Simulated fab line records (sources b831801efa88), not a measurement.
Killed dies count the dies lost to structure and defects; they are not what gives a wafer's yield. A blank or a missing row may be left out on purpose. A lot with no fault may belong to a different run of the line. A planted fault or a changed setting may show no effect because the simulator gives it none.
fab line records :: flow sky130
record:
  lots: 6
  wafers: 18
  last-day: 49
route steps=708 shown LDD_N@237 PAD_OPEN@708
lots that met no fault: taken from a fault-free run of the same line
start-h: hours from the record's first day to the start of the lot's first wafer shown :: wait-h: time in hours since the lot's previous step :: " unchanged from the row above :: L1.1+2: several wafers, shown together as one row :: - no value present, or no start provided :: * or withheld: withheld :: < > ~ a bound
route shown NAME@n: names a module that has steps shown in the file, with the first one's number in the route :: usual: mean and standard deviation over wafers with no fault :: same: alike in all rows :: chamber/n: place in a boat :: sites: each site's reading :: _std_site: standard deviation across them :: _edge_site: the outer-site mean with the inner-site mean subtracted :: radius-mm: how far each site lies from the wafer's centre :: mask NAME#n: copy n :: behind: the tool/chamber that last shaped the wafer :: hold: cause of the lot's hold/its duration in hours/its outcome :: device: the transistor (n, p or np) that didn't switch :: end of line: at the end of the route, the tests of the same wafers :: for a step that has no rows: nothing shown but its recipe :: killed: dies that structure and defects cost at the first sort, which is not the same as the wafer's yield :: map: shows each die of a wafer: x if killed, . if not, _ if none is there
set.NAME: the setting as run; set.NAME@STEP: as run at that earlier step :: model.NAME: the simulator's own value behind a step, which no gauge read
certain route steps with their lots: each step a table, each wafer a row
services: when a tool's chamber went out of use (start-h, in hours from the record's first day, below 0 if earlier), for how many hours, and the reason
== steps ==
step: SKY_LDD_N_DEHYDRATE_00
recipe:
  temp-c: 200
  time-s: 60
step: SKY_LDD_N_HMDS_01
recipe:
  prime-time-s: 60
  prime-temp-c: 120
step: SKY_LDD_N_COAT_02
recipe:
  resist: NOVOLAK
  spin-rpm: 3000
  resist-thk-nm: 300
step: SKY_LDD_N_SOFTBAKE_03
recipe:
  temp-c: 90
  time-s: 57.73
  resist: NOVOLAK
step: SKY_LDD_N_EXPOSE_04
recipe:
  mask-id: NTM
  target-cd-nm: 840
  na: 0.6
  source-shape: conventional
  sigma-outer: 0.6
  dose-mj: 110
step: SKY_LDD_N_PEB_05
recipe:
  temp-c: withheld
  time-s: *
  resist: NOVOLAK
step: SKY_LDD_N_DEVELOP_06
recipe:
  develop-time-s: 60
  dev-temp-c: 23
step: SKY_LDD_N_OVL_MEAS_07
usual:
  LDD_N_OVL: 1.4/1.4
lot.wafer: L286.1
tool: overlay-01
chamber: -
start-h: 415.16
wait-h: 0.1
LDD_N_OVL[nm]: 3.0

lot.wafer: L286.2
tool: overlay-01
chamber: -
start-h: 415.16
wait-h: 0.1
LDD_N_OVL[nm]: 4.1

lot.wafer: L286.3
tool: overlay-01
chamber: -
start-h: 415.16
wait-h: 0.1
LDD_N_OVL[nm]: 4.1

lot.wafer: L287.2
tool: overlay-01
chamber: -
start-h: 415.32
wait-h: 0.1
LDD_N_OVL[nm]: 1.7

lot.wafer: L287.4
tool: overlay-01
chamber: -
start-h: 415.32
wait-h: 0.1
LDD_N_OVL[nm]: 1.5

lot.wafer: L287.6
tool: overlay-01
chamber: -
start-h: 415.32
wait-h: 0.1
LDD_N_OVL[nm]: 0.8

lot.wafer: L288.1
tool: overlay-02
chamber: -
start-h: 433.76
wait-h: 0.1
LDD_N_OVL[nm]: 1.6

lot.wafer: L288.2
tool: overlay-02
chamber: -
start-h: 433.76
wait-h: 0.1
LDD_N_OVL[nm]: 0.9

lot.wafer: L288.4
tool: overlay-02
chamber: -
start-h: 433.76
wait-h: 0.1
LDD_N_OVL[nm]: 1.2

lot.wafer: L300.1
tool: overlay-02
chamber: -
start-h: 539.30
wait-h: 0.1
LDD_N_OVL[nm]: -0.2

lot.wafer: L300.3
tool: overlay-02
chamber: -
start-h: 539.30
wait-h: 0.1
LDD_N_OVL[nm]: 0.5

lot.wafer: L300.6
tool: overlay-02
chamber: -
start-h: 539.30
wait-h: 0.1
LDD_N_OVL[nm]: 0.2

lot.wafer: L301.2
tool: overlay-01
chamber: -
start-h: 550.16
wait-h: 0.1
LDD_N_OVL[nm]: 1.6

lot.wafer: L301.3
tool: overlay-01
chamber: -
start-h: 550.16
wait-h: 0.1
LDD_N_OVL[nm]: -1.1

lot.wafer: L301.5
tool: overlay-01
chamber: -
start-h: 550.16
wait-h: 0.1
LDD_N_OVL[nm]: 0.6

lot.wafer: L303.2
tool: overlay-02
chamber: -
start-h: 555.66
wait-h: 0.1
LDD_N_OVL[nm]: 3.3

lot.wafer: L303.3
tool: overlay-02
chamber: -
start-h: 555.66
wait-h: 0.1
LDD_N_OVL[nm]: 1.6

lot.wafer: L303.4
tool: overlay-02
chamber: -
start-h: 555.66
wait-h: 0.1
LDD_N_OVL[nm]: 3.6
step: SKY_LDD_N_IMPLANT_08
recipe:
  species: As
  energy-kev: 20
  dose-cm2: 7.5e+13
  tilt-deg: withheld
  rotation-deg: 23
step: SKY_LDD_N_IMPLANT_09
recipe:
  species: As
  energy-kev: 20
  dose-cm2: 7.5e+13
  tilt-deg: withheld
  rotation-deg: 113
step: SKY_LDD_N_IMPLANT_10
recipe:
  species: As
  energy-kev: 20
  dose-cm2: 7.5e+13
  tilt-deg: withheld
  rotation-deg: 203
step: SKY_LDD_N_IMPLANT_11
recipe:
  species: As
  energy-kev: 20
  dose-cm2: 7.5e+13
  tilt-deg: withheld
  rotation-deg: 293
step: SKY_LDD_N_IMPLANT_12
recipe:
  species: BF2
  energy-kev: 50
  dose-cm2: 5e+12
  tilt-deg: 30
  rotation-deg: 0
usual:
  beam-energy-keV: 49.999/0.015
  beam-on-s: 9.97/0.19
  faraday-current-uA: 28.3/0.54
  rotation-deg: -0.002/0.022
lot.wafer: L286.1
tool: implanter-01
chamber: 0
start-h: 415.80
wait-h: 0.1
beam-energy-keV: 49.983
beam-on-s: 9.75
faraday-current-uA: 28.9
rotation-deg: -0.007

lot.wafer: L286.2
tool: implanter-01
chamber: 0
start-h: 415.80
wait-h: 0.1
beam-energy-keV: 49.995
beam-on-s: 9.86
faraday-current-uA: 28.6
rotation-deg: -0.002

lot.wafer: L286.3
tool: implanter-01
chamber: 0
start-h: 415.80
wait-h: 0.1
beam-energy-keV: 49.993
beam-on-s: 10.30
faraday-current-uA: 27.3
rotation-deg: -0.025

lot.wafer: L287.2
tool: implanter-03
chamber: 0
start-h: 415.98
wait-h: 0.1
beam-energy-keV: 49.988
beam-on-s: 10.12
faraday-current-uA: 27.7
rotation-deg: 0.006

lot.wafer: L287.4
tool: implanter-03
chamber: 0
start-h: 415.98
wait-h: 0.1
beam-energy-keV: 50.005
beam-on-s: 10.27
faraday-current-uA: 27.5
rotation-deg: 0.002

lot.wafer: L287.6
tool: implanter-03
chamber: 0
start-h: 415.98
wait-h: 0.1
beam-energy-keV: 49.996
beam-on-s: 9.64
faraday-current-uA: 29.2
rotation-deg: 0.014

lot.wafer: L288.1
tool: implanter-03
chamber: 0
start-h: 434.39
wait-h: 0.1
beam-energy-keV: 50.011
beam-on-s: 10.04
faraday-current-uA: 28.0
rotation-deg: 0.068

lot.wafer: L288.2
tool: implanter-03
chamber: 0
start-h: 434.39
wait-h: 0.1
beam-energy-keV: 49.997
beam-on-s: 10.14
faraday-current-uA: 28.0
rotation-deg: 0.031

lot.wafer: L288.4
tool: implanter-03
chamber: 0
start-h: 434.39
wait-h: 0.1
beam-energy-keV: 50.007
beam-on-s: 9.79
faraday-current-uA: 28.6
rotation-deg: 0.010

lot.wafer: L300.1
tool: implanter-03
chamber: 0
start-h: 539.94
wait-h: 0.1
beam-energy-keV: 49.995
beam-on-s: 13.46
faraday-current-uA: 21.0
rotation-deg: -0.032

lot.wafer: L300.3
tool: implanter-03
chamber: 0
start-h: 539.94
wait-h: 0.1
beam-energy-keV: 49.991
beam-on-s: 14.06
faraday-current-uA: 20.1
rotation-deg: -0.024

lot.wafer: L300.6
tool: implanter-03
chamber: 0
start-h: 539.94
wait-h: 0.1
beam-energy-keV: 49.995
beam-on-s: 14.28
faraday-current-uA: 19.8
rotation-deg: -0.016

lot.wafer: L301.2
tool: implanter-03
chamber: 0
start-h: 550.82
wait-h: 0.1
beam-energy-keV: 50.017
beam-on-s: 14.21
faraday-current-uA: 19.8
rotation-deg: -0.034

lot.wafer: L301.3
tool: implanter-03
chamber: 0
start-h: 550.82
wait-h: 0.1
beam-energy-keV: 49.983
beam-on-s: 14.28
faraday-current-uA: 19.8
rotation-deg: -0.048

lot.wafer: L301.5
tool: implanter-03
chamber: 0
start-h: 550.82
wait-h: 0.1
beam-energy-keV: 49.997
beam-on-s: 13.78
faraday-current-uA: 20.4
rotation-deg: 0.019

lot.wafer: L303.2
tool: implanter-01
chamber: 0
start-h: 556.32
wait-h: 0.1
beam-energy-keV: 50.009
beam-on-s: 9.67
faraday-current-uA: 29.0
rotation-deg: 0.053

lot.wafer: L303.3
tool: implanter-01
chamber: 0
start-h: 556.32
wait-h: 0.1
beam-energy-keV: 49.988
beam-on-s: 10.03
faraday-current-uA: 28.0
rotation-deg: 0.001

lot.wafer: L303.4
tool: implanter-01
chamber: 0
start-h: 556.32
wait-h: 0.1
beam-energy-keV: 49.978
beam-on-s: 9.94
faraday-current-uA: 28.3
rotation-deg: -0.005
step: SKY_LDD_N_IMPLANT_13
recipe:
  species: BF2
  energy-kev: 50
  dose-cm2: 5e+12
  tilt-deg: 30
  rotation-deg: 90
step: SKY_PAD_OPEN_PROBE_99
usual:
  killed_at_M0_to_M3: 44/7.9
  killed_at_M4_up: 3.1/2
  killed-at-contacts: 23/4.9
  killed-at-front-end: 15/3.9
  killed-at-other: 0.2/0.49
  killed-dies: 86/10
  killed-open: 47/7.1
  killed-short: 39/7.1
same:
  gross-dies: 492
  killed-at-back-side: 0
lot.wafer: L286.1
tool: prober-01
chamber: -
start-h: 1082.48
wait-h: 0.1
killed_at_M0_to_M3: 46
killed_at_M4_up: 2
killed-at-contacts: 28
killed-at-front-end: 18
killed-at-other: 2
killed-dies: 96
killed-open: 53
killed-short: 41
model.etest.nfet_01v8_lvt.vt-sat-v: 0.5228
model.etest.sram-nfet-pass.vt-sat-v: 0.5354
model.etest.nfet_01v8.vt-sat-v: 0.6267
model.etest.nfet_01v8_lvt.vt-v: 0.5965
model.etest.nfet_01v8.vt-v: 0.6791
model.etest.nfet_01v8_swapped.vt-v: 0.6801

lot.wafer: L286.2
tool: prober-01
chamber: -
start-h: 1082.53
wait-h: 0.1
killed_at_M0_to_M3: 54
killed_at_M4_up: 7
killed-at-contacts: 18
killed-at-front-end: 20
killed-at-other: 0
killed-dies: 99
killed-open: 51
killed-short: 48
model.etest.nfet_01v8_lvt.vt-sat-v: 0.5278
model.etest.sram-nfet-pass.vt-sat-v: 0.5537
model.etest.nfet_01v8.vt-sat-v: 0.6281
model.etest.nfet_01v8_lvt.vt-v: 0.5959
model.etest.nfet_01v8.vt-v: 0.6791
model.etest.nfet_01v8_swapped.vt-v: 0.6794

lot.wafer: L286.3
tool: prober-01
chamber: -
start-h: 1082.58
wait-h: 0.2
killed_at_M0_to_M3: 50
killed_at_M4_up: 3
killed-at-contacts: 24
killed-at-front-end: 19
killed-at-other: 0
killed-dies: 96
killed-open: 57
killed-short: 38
model.etest.nfet_01v8_lvt.vt-sat-v: 0.5383
model.etest.sram-nfet-pass.vt-sat-v: 0.5593
model.etest.nfet_01v8.vt-sat-v: 0.6459
model.etest.nfet_01v8_lvt.vt-v: 0.5975
model.etest.nfet_01v8.vt-v: 0.6884
model.etest.nfet_01v8_swapped.vt-v: 0.6884

lot.wafer: L287.2
tool: prober-02
chamber: -
start-h: 1084.84
wait-h: 0.1
killed_at_M0_to_M3: 55
killed_at_M4_up: 4
killed-at-contacts: 28
killed-at-front-end: 11
killed-at-other: 0
killed-dies: 98
killed-open: 46
killed-short: 50
model.etest.nfet_01v8_lvt.vt-sat-v: 0.5118
model.etest.sram-nfet-pass.vt-sat-v: 0.5599
model.etest.nfet_01v8.vt-sat-v: 0.6236
model.etest.nfet_01v8_lvt.vt-v: 0.5991
model.etest.nfet_01v8.vt-v: 0.6853
model.etest.nfet_01v8_swapped.vt-v: 0.6859

lot.wafer: L287.4
tool: prober-02
chamber: -
start-h: 1084.94
wait-h: 0.2
killed_at_M0_to_M3: 51
killed_at_M4_up: 5
killed-at-contacts: 17
killed-at-front-end: 10
killed-at-other: 0
killed-dies: 83
killed-open: 42
killed-short: 41
model.etest.nfet_01v8_lvt.vt-sat-v: 0.5301
model.etest.sram-nfet-pass.vt-sat-v: 0.5788
model.etest.nfet_01v8.vt-sat-v: 0.6344
model.etest.nfet_01v8_lvt.vt-v: 0.6039
model.etest.nfet_01v8.vt-v: 0.6893
model.etest.nfet_01v8_swapped.vt-v: 0.69

lot.wafer: L287.6
tool: prober-02
chamber: -
start-h: 1085.04
wait-h: 0.2
killed_at_M0_to_M3: 49
killed_at_M4_up: 0
killed-at-contacts: 26
killed-at-front-end: 9
killed-at-other: 0
killed-dies: 84
killed-open: 49
killed-short: 35
model.etest.nfet_01v8_lvt.vt-sat-v: 0.5284
model.etest.sram-nfet-pass.vt-sat-v: 0.5851
model.etest.nfet_01v8.vt-sat-v: 0.6419
model.etest.nfet_01v8_lvt.vt-v: 0.5995
model.etest.nfet_01v8.vt-v: 0.6909
model.etest.nfet_01v8_swapped.vt-v: 0.6908

lot.wafer: L288.1
tool: prober-01
chamber: -
start-h: 1098.84
wait-h: 0.1
killed_at_M0_to_M3: 40
killed_at_M4_up: 3
killed-at-contacts: 30
killed-at-front-end: 16
killed-at-other: 1
killed-dies: 90
killed-open: 48
killed-short: 42
model.etest.nfet_01v8_lvt.vt-sat-v: 0.539
model.etest.sram-nfet-pass.vt-sat-v: 0.5721
model.etest.nfet_01v8.vt-sat-v: 0.6543
model.etest.nfet_01v8_lvt.vt-v: 0.612
model.etest.nfet_01v8.vt-v: 0.7061
model.etest.nfet_01v8_swapped.vt-v: 0.7061

lot.wafer: L288.2
tool: prober-01
chamber: -
start-h: 1098.89
wait-h: 0.1
killed_at_M0_to_M3: 40
killed_at_M4_up: 1
killed-at-contacts: 28
killed-at-front-end: 6
killed-at-other: 0
killed-dies: 75
killed-open: 45
killed-short: 30
model.etest.nfet_01v8_lvt.vt-sat-v: 0.5521
model.etest.sram-nfet-pass.vt-sat-v: 0.5904
model.etest.nfet_01v8.vt-sat-v: 0.6595
model.etest.nfet_01v8_lvt.vt-v: 0.6256
model.etest.nfet_01v8.vt-v: 0.7108
model.etest.nfet_01v8_swapped.vt-v: 0.7112

lot.wafer: L288.4
tool: prober-01
chamber: -
start-h: 1098.99
wait-h: 0.2
killed_at_M0_to_M3: 43
killed_at_M4_up: 2
killed-at-contacts: 22
killed-at-front-end: 16
killed-at-other: 0
killed-dies: 83
killed-open: 43
killed-short: 40
model.etest.nfet_01v8_lvt.vt-sat-v: 0.5396
model.etest.sram-nfet-pass.vt-sat-v: 0.5987
model.etest.nfet_01v8.vt-sat-v: 0.6517
model.etest.nfet_01v8_lvt.vt-v: 0.6144
model.etest.nfet_01v8.vt-v: 0.7077
model.etest.nfet_01v8_swapped.vt-v: 0.7081

lot.wafer: L300.1
tool: prober-01
chamber: -
start-h: 1163.25
wait-h: 0.1
killed_at_M0_to_M3: 40
killed_at_M4_up: 2
killed-at-contacts: 28
killed-at-front-end: 21
killed-at-other: 0
killed-dies: 91
killed-open: 60
killed-short: 31
model.etest.nfet_01v8_lvt.vt-sat-v: 0.5841
model.etest.sram-nfet-pass.vt-sat-v: 0.5894
model.etest.nfet_01v8.vt-sat-v: 0.6782
model.etest.nfet_01v8_lvt.vt-v: 0.6358
model.etest.nfet_01v8.vt-v: 0.718
model.etest.nfet_01v8_swapped.vt-v: 0.7173

lot.wafer: L300.3
tool: prober-01
chamber: -
start-h: 1163.35
wait-h: 0.2
killed_at_M0_to_M3: 53
killed_at_M4_up: 5
killed-at-contacts: 16
killed-at-front-end: 12
killed-at-other: 1
killed-dies: 87
killed-open: 44
killed-short: 43
model.etest.nfet_01v8_lvt.vt-sat-v: 0.5745
model.etest.sram-nfet-pass.vt-sat-v: 0.5832
model.etest.nfet_01v8.vt-sat-v: 0.6803
model.etest.nfet_01v8_lvt.vt-v: 0.6414
model.etest.nfet_01v8.vt-v: 0.7234
model.etest.nfet_01v8_swapped.vt-v: 0.7234

lot.wafer: L300.6
tool: prober-01
chamber: -
start-h: 1163.50
wait-h: 0.2
killed_at_M0_to_M3: 39
killed_at_M4_up: 4
killed-at-contacts: 21
killed-at-front-end: 19
killed-at-other: 0
killed-dies: 83
killed-open: 53
killed-short: 30
model.etest.nfet_01v8_lvt.vt-sat-v: 0.5744
model.etest.sram-nfet-pass.vt-sat-v: 0.5757
model.etest.nfet_01v8.vt-sat-v: 0.6761
model.etest.nfet_01v8_lvt.vt-v: 0.6274
model.etest.nfet_01v8.vt-v: 0.7174
model.etest.nfet_01v8_swapped.vt-v: 0.7169

lot.wafer: L301.2
tool: prober-02
chamber: -
start-h: 1168.57
wait-h: 0.1
killed_at_M0_to_M3: 38
killed_at_M4_up: 0
killed-at-contacts: 28
killed-at-front-end: 18
killed-at-other: 0
killed-dies: 84
killed-open: 54
killed-short: 30
model.etest.nfet_01v8_lvt.vt-sat-v: 0.56
model.etest.sram-nfet-pass.vt-sat-v: 0.5832
model.etest.nfet_01v8.vt-sat-v: 0.6618
model.etest.nfet_01v8_lvt.vt-v: 0.6185
model.etest.nfet_01v8.vt-v: 0.7031
model.etest.nfet_01v8_swapped.vt-v: 0.7021

lot.wafer: L301.3
tool: prober-02
chamber: -
start-h: 1168.62
wait-h: 0.2
killed_at_M0_to_M3: 39
killed_at_M4_up: 4
killed-at-contacts: 17
killed-at-front-end: 15
killed-at-other: 0
killed-dies: 75
killed-open: 40
killed-short: 35
model.etest.nfet_01v8_lvt.vt-sat-v: 0.5709
model.etest.sram-nfet-pass.vt-sat-v: 0.6401
model.etest.nfet_01v8.vt-sat-v: 0.6728
model.etest.nfet_01v8_lvt.vt-v: 0.6208
model.etest.nfet_01v8.vt-v: 0.7074
model.etest.nfet_01v8_swapped.vt-v: 0.7061

lot.wafer: L301.5
tool: prober-02
chamber: -
start-h: 1168.72
wait-h: 0.2
killed_at_M0_to_M3: 53
killed_at_M4_up: 6
killed-at-contacts: 25
killed-at-front-end: 16
killed-at-other: 0
killed-dies: 100
killed-open: 54
killed-short: 46
model.etest.nfet_01v8_lvt.vt-sat-v: 0.56
model.etest.sram-nfet-pass.vt-sat-v: 0.5934
model.etest.nfet_01v8.vt-sat-v: 0.6635
model.etest.nfet_01v8_lvt.vt-v: 0.617
model.etest.nfet_01v8.vt-v: 0.7063
model.etest.nfet_01v8_swapped.vt-v: 0.7057

lot.wafer: L303.2
tool: prober-01
chamber: -
start-h: 1170.72
wait-h: 0.1
killed_at_M0_to_M3: 57
killed_at_M4_up: 0
killed-at-contacts: 17
killed-at-front-end: 17
killed-at-other: 0
killed-dies: 91
killed-open: 50
killed-short: 41
model.etest.nfet_01v8_lvt.vt-sat-v: 0.515
model.etest.sram-nfet-pass.vt-sat-v: 0.5538
model.etest.nfet_01v8.vt-sat-v: 0.6284
model.etest.nfet_01v8_lvt.vt-v: 0.5999
model.etest.nfet_01v8.vt-v: 0.689
model.etest.nfet_01v8_swapped.vt-v: 0.6895

lot.wafer: L303.3
tool: prober-01
chamber: -
start-h: 1170.77
wait-h: 0.2
killed_at_M0_to_M3: 48
killed_at_M4_up: 9
killed-at-contacts: 27
killed-at-front-end: 10
killed-at-other: 0
killed-dies: 94
killed-open: 51
killed-short: 43
model.etest.nfet_01v8_lvt.vt-sat-v: 0.5372
model.etest.sram-nfet-pass.vt-sat-v: 0.5706
model.etest.nfet_01v8.vt-sat-v: 0.6405
model.etest.nfet_01v8_lvt.vt-v: 0.6084
model.etest.nfet_01v8.vt-v: 0.6916
model.etest.nfet_01v8_swapped.vt-v: 0.6917

lot.wafer: L303.4
tool: prober-01
chamber: -
start-h: 1170.82
wait-h: 0.2
killed_at_M0_to_M3: 51
killed_at_M4_up: 3
killed-at-contacts: 30
killed-at-front-end: 12
killed-at-other: 0
killed-dies: 96
killed-open: 62
killed-short: 33
model.etest.nfet_01v8_lvt.vt-sat-v: 0.5456
model.etest.sram-nfet-pass.vt-sat-v: 0.5773
model.etest.nfet_01v8.vt-sat-v: 0.6542
model.etest.nfet_01v8_lvt.vt-v: 0.6109
model.etest.nfet_01v8.vt-v: 0.7009
model.etest.nfet_01v8_swapped.vt-v: 0.7005
killed by level:class
L286.1 VIA1:geometric-particle:open=10 VIA2:geometric-particle:open=10 LI_CONTACT:geometric-particle:open=8 CONTACT:geometric-particle:open=8 VIA3:geometric-particle:open=7 CONTACT:geometric-particle:short=6 METAL1:geometric-particle:short=6 FIELD_ISO:geometric-particle:short=5
L286.2 VIA1:geometric-particle:open=15 VIA3:geometric-particle:open=10 FIELD_ISO:geometric-particle:open=9 METAL1:geometric-particle:short=8 CONTACT:geometric-particle:open=7 VIA1:geometric-particle:short=6 LOCAL_INTERCONNECT:geometric-particle:short=5 METAL4:geometric-particle:short=5
L286.3 VIA1:geometric-particle:open=11 VIA3:geometric-particle:open=9 CONTACT:geometric-particle:open=7 VIA2:geometric-particle:open=7 CONTACT:geometric-particle:short=6 VIA1:geometric-particle:short=6 FIELD_ISO:geometric-particle:short=5 POLY_GATE:geometric-particle:open=5
L287.2 VIA1:geometric-particle:open=11 VIA3:geometric-particle:open=11 CONTACT:geometric-particle:short=9 CONTACT:geometric-particle:open=7 METAL2:geometric-particle:short=6 LI_CONTACT:geometric-particle:short=5 VIA2:geometric-particle:open=5 VIA2:geometric-particle:short=4
L287.4 METAL1:geometric-particle:short=9 VIA1:geometric-particle:open=9 METAL2:geometric-particle:short=7 CONTACT:geometric-particle:open=6 VIA2:geometric-particle:open=6 VIA1:geometric-particle:short=5 LI_CONTACT:geometric-particle:open=4 FIELD_ISO:geometric-particle:short=3
L287.6 VIA2:geometric-particle:open=11 LI_CONTACT:geometric-particle:open=10 VIA1:geometric-particle:open=10 CONTACT:geometric-particle:open=6 CONTACT:geometric-particle:short=6 VIA3:geometric-particle:open=6 METAL1:geometric-particle:short=5 VIA1:geometric-particle:short=5
L288.1 LI_CONTACT:geometric-particle:open=12 VIA1:geometric-particle:open=10 LOCAL_INTERCONNECT:geometric-particle:short=7 CONTACT:geometric-particle:short=6 VIA2:geometric-particle:open=6 POLY_GATE:geometric-particle:short=5 METAL1:geometric-particle:short=5 VIA1:geometric-particle:short=5
L288.2 VIA3:geometric-particle:open=10 LOCAL_INTERCONNECT:geometric-particle:short=8 CONTACT:geometric-particle:open=7 CONTACT:geometric-particle:short=7 VIA1:geometric-particle:open=6 VIA2:geometric-particle:open=6 LI_CONTACT:geometric-particle:open=4 METAL1:geometric-particle:open=4
L288.4 CONTACT:geometric-particle:open=11 VIA1:geometric-particle:open=7 VIA3:geometric-particle:open=6 METAL1:geometric-particle:short=6 VIA2:geometric-particle:open=6 POLY_GATE:geometric-particle:short=4 METAL2:geometric-particle:short=4 METAL3:geometric-particle:short=4
L300.1 VIA1:geometric-particle:open=15 CONTACT:geometric-particle:open=12 LI_CONTACT:geometric-particle:open=9 VIA3:geometric-particle:open=6 FIELD_ISO:geometric-particle:short=5 POLY_GATE:geometric-particle:open=5 POLY_GATE:geometric-particle:short=4 CONTACT:geometric-particle:short=4
L300.3 VIA2:geometric-particle:open=8 VIA3:geometric-particle:open=7 CONTACT:geometric-particle:open=6 METAL1:geometric-particle:short=6 VIA1:geometric-particle:short=6 VIA1:geometric-particle:open=6 METAL3:geometric-particle:short=5 POLY_GATE:geometric-particle:short=4
L300.6 CONTACT:geometric-particle:open=10 VIA1:geometric-particle:open=10 VIA2:geometric-particle:open=9 FIELD_ISO:geometric-particle:open=6 VIA3:geometric-particle:open=5 METAL1:geometric-particle:short=5 POLY_GATE:geometric-particle:open=4 LI_CONTACT:geometric-particle:open=4
L301.2 LI_CONTACT:geometric-particle:open=14 VIA1:geometric-particle:open=11 CONTACT:geometric-particle:open=9 METAL1:geometric-particle:short=7 FIELD_ISO:geometric-particle:short=5 POLY_GATE:geometric-particle:short=5 VIA1:geometric-particle:short=5 VIA2:geometric-particle:open=5
L301.3 VIA3:geometric-particle:open=11 VIA1:geometric-particle:open=6 CONTACT:geometric-particle:open=5 CONTACT:geometric-particle:short=5 FIELD_ISO:geometric-particle:short=4 VIA1:geometric-particle:short=4 FIELD_ISO:geometric-particle:open=3 POLY_GATE:geometric-particle:short=3
L301.5 VIA1:geometric-particle:open=13 LI_CONTACT:geometric-particle:open=9 VIA3:geometric-particle:open=8 CONTACT:geometric-particle:open=6 METAL4:geometric-particle:short=6 VIA2:geometric-particle:short=6 LI_CONTACT:geometric-particle:short=5 METAL1:geometric-particle:short=5
L303.2 VIA1:geometric-particle:open=13 CONTACT:geometric-particle:open=8 FIELD_ISO:geometric-particle:short=6 METAL1:geometric-particle:short=6 VIA2:geometric-particle:open=5 VIA1:geometric-particle:short=5 VIA3:geometric-particle:open=5 METAL3:geometric-particle:short=5
L303.3 VIA1:geometric-particle:open=11 LI_CONTACT:geometric-particle:open=9 METAL4:geometric-particle:short=7 VIA2:geometric-particle:open=7 VIA3:geometric-particle:open=6 CONTACT:geometric-particle:open=6 METAL1:geometric-particle:short=6 METAL2:geometric-particle:short=5
L303.4 CONTACT:geometric-particle:open=16 VIA3:geometric-particle:open=11 VIA1:geometric-particle:open=9 LI_CONTACT:geometric-particle:open=8 VIA1:geometric-particle:short=8 METAL2:geometric-particle:short=5 CONTACT:geometric-particle:short=5 VIA2:geometric-particle:open=4
== services ==
tool: implanter-03
chamber: -
start-h: 467.03
hours: 2.9
kind: repair

tool: implanter-03
chamber: -
start-h: 467.85
hours: 12.9
kind: repair

tool: implanter-03
chamber: -
start-h: 480.49
hours: 2.9
kind: repair

tool: implanter-03
chamber: -
start-h: 508.97
hours: 2.8
kind: repair

tool: implanter-01
chamber: -
start-h: 546.55
hours: 6.4
kind: repair
== key ==
first-sign:
  step: SKY_LDD_N_IMPLANT_12
  reading: beam-on-s
  direction: up
  sigmas: 21
  usual: 9.97
  struck: 14.01
effect:
  step: SKY_LDD_N_IMPLANT_12
  reading: faraday-current-uA
  direction: down
  sigmas: 15
  usual: 28.3
  struck: 20.2
model-effect:
  step: SKY_PAD_OPEN_PROBE_99
  value: etest.nfet_01v8_lvt.vt-sat-v
  without: 0.5329
  struck: 0.5707
met-at SKY_LDD_N_IMPLANT_12
struck-wafers L300.1,L300.3,L300.6,L301.2,L301.3,L301.5
tester-left-out L300,L301
onset-between 434.39 539.94
fault:
  kind: process-parameter-drift
  tool: implanter-03
  chamber: -
  onset-h: 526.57
  steps: SKY_LDD_N_IMPLANT_12
  channel: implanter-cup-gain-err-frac
  offset: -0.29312
  shape: step
  end-h: 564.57
tester-left-out: of these lots the tester's yield and bins aren't shown, on N5 and GAA mostly nor the transistor test; their killed dies are dies lost to structure and defects alone, not to doping, threshold or leakage, so they don't give the yield
